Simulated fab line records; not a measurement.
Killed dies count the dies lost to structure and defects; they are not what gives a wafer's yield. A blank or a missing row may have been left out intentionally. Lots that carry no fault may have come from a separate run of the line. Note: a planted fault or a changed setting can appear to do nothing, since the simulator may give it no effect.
2 desks looking at one fault ; flow gf180mcu ; each desk has only its own numbers; what lay behind them comes last

== DESK OF THE TOOL OWNER: implanter-01 ==
The tool's own readings at GF_MVSD_IMPLANT_09: means of the sampled wafers that have a number, for each lot that ran on this tool. A lot is out of limits, marked OUT, if its mean lies more than 4 standard deviations from the usual mean; the brackets give that distance.
Columns: A = doseIonsCm2 at GF_MVSD_IMPLANT_09, usual 5e+12; B = endStationPressureTorr at GF_MVSD_IMPLANT_09, usual 5e-06 Torr; C = faradayCurrentUA at GF_MVSD_IMPLANT_09, usual 28.2
lot;first seen here;A;B;C
L937;day 6 08:32;5e+12;5e-06;28.8
L941;day 7 06:45;4e+12 (-99 or more) OUT;5e-06;21.9 (-11) OUT
L943;day 7 19:47;4e+12 (-99 or more) OUT;5e-06;21.9 (-11) OUT
Finding of this desk: L941, L943 out of limits; the first was L941 at day 7 06:45, on doseIonsCm2 at GF_MVSD_IMPLANT_09. L937: within limits.

== AT THE METROLOGY DESK ==
Means of the sampled wafers that have a number, per lot and without regard to the tool the lot ran on: this is what the gauges read. A lot is out of limits, marked OUT, if its mean lies more than 4 standard deviations from the usual mean; the brackets give that distance.
Columns: A = MVSD_RS at GF_VT_IMPLANT_RS_MEAS_46, usual 456.5 ohm/sq
lot;first seen here;A
L929;day 7 12:15;457.0
L930;day 7 18:30;455.7
L931;day 8 05:07;454.4
L932;day 8 10:29;455.9
L937;day 9 18:29;457.1
L941;day 10 20:49;475.5 (+16) OUT
L943;day 11 10:53;475.4 (+16) OUT
L947;day 12 14:32;457.6
This desk's finding: out of limits on L941, L943; first on L941, day 10 20:49 (MVSD_RS at GF_VT_IMPLANT_RS_MEAS_46). L929, L930, L931, L932, L937, L947: within limits.

== PUT TOGETHER ==
The tool owner's desk could have raised an alarm at day 7 06:45, on L941, L943.
The metrology desk could have raised an alarm at day 10 20:49, on L941, L943.
The lots listed all ran GF_MVSD_IMPLANT_09 on implanter-01.

== WHAT THE SIMULATOR HAD INSERTED ==
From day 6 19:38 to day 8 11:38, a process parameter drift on implanter-01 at GF_MVSD_IMPLANT_09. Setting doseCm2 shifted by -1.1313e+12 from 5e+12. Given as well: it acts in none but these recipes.
Lots struck among those shown: L941, L943.
Delay (hours) between the fault's onset and each desk's first out-of-limits reading: 11 at the tool owner's desk, 97 at the metrology desk.
